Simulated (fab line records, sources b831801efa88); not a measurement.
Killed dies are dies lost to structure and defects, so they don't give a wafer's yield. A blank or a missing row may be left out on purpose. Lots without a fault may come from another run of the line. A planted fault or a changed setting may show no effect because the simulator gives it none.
A struck lot beside a sound one | flow sky130 | 43 steps out of a route of 708
Sound: wafers L545.3, L545.5, L545.6. Struck: wafers L556.2, L556.3, L556.6. The cause comes at the end.
At each step with rows: each side's tool, then ch and its chambers, then its first start. Under that, the readings that differ: sound wafers | struck wafers | difference of the means | sigmas: that difference in standard deviations of wafers without a fault.
alike: readings whose means differ by less than 2 such deviations, and words and numbers that are the same on both sides. not compared: withheld readings, readings that some wafer has no value for, bounds like >300 that may hide the same value, and numbers for which the record gives no deviation and whose values overlap.
The two part at a step that has a row with sigmas, a row that says differs or no value, or rows on one side only. Numbers that don't overlap but have no deviation are shown without sigmas and don't part them. A reading that every wafer of one side lacks parts them only if that side has two wafers or more.

first, 9 steps without rows for these wafers: SKY_CAP2M_CLEAN_17 (cleans in O3/DIW); SKY_METAL4_DEHYDRATE_05 (time 60 s); SKY_METAL4_HMDS_06 (prime time 60 s); SKY_METAL4_COAT_07 (resist thk 60 nm); SKY_METAL4_COAT_08 (resist thk 1140 nm); SKY_METAL4_SOFTBAKE_09 (time 90 s); SKY_METAL4_EXPOSE_10 (exposes mask MM4, target cd 300 nm); SKY_METAL4_PEB_11; SKY_METAL4_DEVELOP_12 (develop time 60 s).
SKY_METAL4_CD_MEAS_13: target cd 300 nm.
  sound on cd_sem-02, day 44 18:59; struck on cd_sem-01, day 47 05:28
  alike: cd_nm
SKY_METAL4_OVL_MEAS_14:
  sound on overlay-01, day 44 19:05; struck on overlay-02, day 47 05:34
  alike: METAL4_OVL
SKY_METAL4_DESCUM_15: chemistry O2, time 8 s.
  sound on rie_metal-03 ch 0,1, day 44 19:07; struck on rie_metal-02 ch 0, day 47 05:36
  alike: drypump_motor_current_A, he_backside_leak_sccm, oes_product_au
  not compared: rf_hours_counter_h
SKY_METAL4_ETCH_16: etches BARC in N2/H2, stops on SiO2, time 88.2 s, target depth 60 nm.
  sound on rie_metal-03 ch 0,1, day 44 19:10; struck on rie_metal-02 ch 0, day 47 05:38
  alike: drypump_motor_current_A, he_backside_leak_sccm, oes_product_au, throttle_valve_pct
  not compared: rf_hours_counter_h
SKY_METAL4_ETCH_17: etches SiO2 in C4F8/O2/Ar, stops on TiN, time 3.9 s, target depth 15 nm.
  sound on rie_diel-03 ch 0,1,2, day 44 19:14; struck on rie_diel-03 ch 1,2,3, day 47 05:44
  alike: oes_product_au
  not compared: rf_hours_counter_h
SKY_METAL4_METAL_ETCH_18: etches the open film in Cl2/BCl3, stops on SiO2, target depth 845 nm, time 183.1 s.
  sound on rie_metal-01 ch 0,1, day 44 19:19; struck on rie_metal-03 ch 1, day 47 05:45
  reading                      | sound          | struck         | difference | sigmas
  he_backside_leak_sccm (sccm) | 3.30 3.32 3.21 | 3.64 3.65 3.72 | +0.39      | +2
  alike: drypump_motor_current_A, oes_product_au, throttle_valve_pct
  not compared: rf_hours_counter_h
SKY_METAL4_STRIP_19: strips in O2/N2.
  sound on plasma_asher-03 ch 0,1, day 44 19:28; struck on plasma_asher-01 ch 0,1, day 47 05:56
  alike: drypump_motor_current_A, oes_product_au, strip_time_to_endpoint_s
  not compared: rf_hours_counter_h
then, 4 steps without rows for these wafers: SKY_METAL4_STRIP_20 (strips in post etch residue remover, time 1200 s); SKY_METAL4_CLEAN_21 (cleans in IPA, time 180 s); SKY_METAL4_CLEAN_22 (cleans in O3/DIW); SKY_VIA4_HDPCVD_00 (deposits SiO2, target thk 1750 nm, time 291.7 s).
SKY_VIA4_THK_MEAS_01:
  sound on film_metro-04, day 44 20:22; struck on film_metro-03, day 47 06:43
  alike: VIA4_HDPCVD_THK
then, 1 step without rows for these wafers: SKY_VIA4_CMP_02 (polishes SiO2).
SKY_VIA4_BOW_MEAS_03:
  sound on film_metro-03, day 44 20:45; struck on film_metro-03, day 47 07:05
  alike: VIA4_BOW
then, 7 steps without rows for these wafers: SKY_VIA4_DEHYDRATE_04 (time 60 s); SKY_VIA4_HMDS_05 (prime time 60 s); SKY_VIA4_COAT_06 (resist thk 1140 nm); SKY_VIA4_SOFTBAKE_07 (time 60 s); SKY_VIA4_EXPOSE_08 (exposes mask VIM4, target cd 800 nm); SKY_VIA4_PEB_09; SKY_VIA4_DEVELOP_10 (develop time 60 s).
SKY_VIA4_OVL_MEAS_11:
  sound on overlay-02, day 45 18:34; struck on overlay-02, day 48 02:31
  alike: VIA4_OVL
SKY_VIA4_ETCH_12: etches SiO2 in C4F8/O2/Ar, stops on TiN, target depth 580 nm.
  sound on rie_diel-04 ch 0,2,3, day 45 18:35; struck on rie_diel-04 ch 0,2, day 48 02:33
  alike: oes_product_au
then, 6 steps without rows for these wafers: SKY_VIA4_STRIP_13 (strips in O2/N2); SKY_VIA4_STRIP_14 (strips in post etch residue remover, time 1200 s); SKY_VIA4_CLEAN_15 (cleans in IPA, time 180 s); SKY_VIA4_CLEAN_16 (cleans in O3/DIW); SKY_VIA4_SPUTTER_17 (material TiN, target thk 20 nm, time 80 s); SKY_VIA4_CVD_18 (deposits W, target thk 505 nm, time 152.14 s).
SKY_VIA4_RS_MEAS_19: measures by four-point-probe.
  sound on film_metro-04, day 45 19:36; struck on film_metro-04, day 48 03:42
  alike: VIA4_W_RS
SKY_VIA4_THK_MEAS_20: measures by xrf.
  sound on film_metro-04, day 45 19:42; struck on film_metro-04, day 48 03:49
  alike: VIA4_W_THK
then, 2 steps without rows for these wafers: SKY_VIA4_CMP_21 (polishes, stops on SiO2, t overpolish 25 s, target thk 0 nm); SKY_METAL5_SPUTTER_00 (material Ti, target thk 15 nm, time 10 s).
-- the record jumps here: 2 days lie between the struck wafers' starts before and after (it left off in module METAL5 and takes up again in module PAD_OPEN, whose first step shown is number 708 of the route) --
SKY_PAD_OPEN_PROBE_99:
  sound on prober-01, day 48 11:49; struck on prober-01, day 50 12:10
  reading                               | sound               | struck            | difference | sigmas
  defect_limited_yield (%)              | 81.5 84.1 81.7      | 78.5 77.2 78.0    | -4.5       | -2
  killed_at_M4_up                       | 5 1 3               | 38 37 38          | +35        | +18
  killed_at_other                       | 0 2 2               | 0 0 0             | -1         | -3
  killed_dies                           | 91 78 90            | 106 112 108       | +22        | +2
  sort_bin_5_function (%)               | 10.0 8.9 12.2       | 14.2 14.2 14.8    | +4.0       | +3
  sort_n_pass                           | 401 414 402         | 386 380 384       | -22        | -2
  sort_yield_pct (%)                    | 81.5 84.1 81.7      | 78.5 77.2 78.0    | -4.5       | -2
  model.etest.tester.sort_n_pass        | 401 414 402         | 386 380 384       | -22        |
  model.etest.tester.sort_yield_pct (%) | 81.5 84.15 81.71    | 78.46 77.24 78.05 | -4.54      |
  model.etest.tester.sort_bin_5_pct (%) | 9.959 8.943 12.2    | 14.23 14.23 14.84 | +4.07      |
  model.etest.tester.sort_bin_3_pct (%) | 1.016 0.6098 0.6098 | 1.829 1.22 1.423  | +0.745     |
  alike: killed_at_M0_to_M3, killed_at_contacts, killed_at_front_end, killed_open, killed_short, sort_bin_3_pad_short, sort_bin_6_memory

WHERE THEY PART
First at SKY_METAL4_METAL_ETCH_18; last, within this record, at SKY_PAD_OPEN_PROBE_99.

WHY: what the simulator had put in
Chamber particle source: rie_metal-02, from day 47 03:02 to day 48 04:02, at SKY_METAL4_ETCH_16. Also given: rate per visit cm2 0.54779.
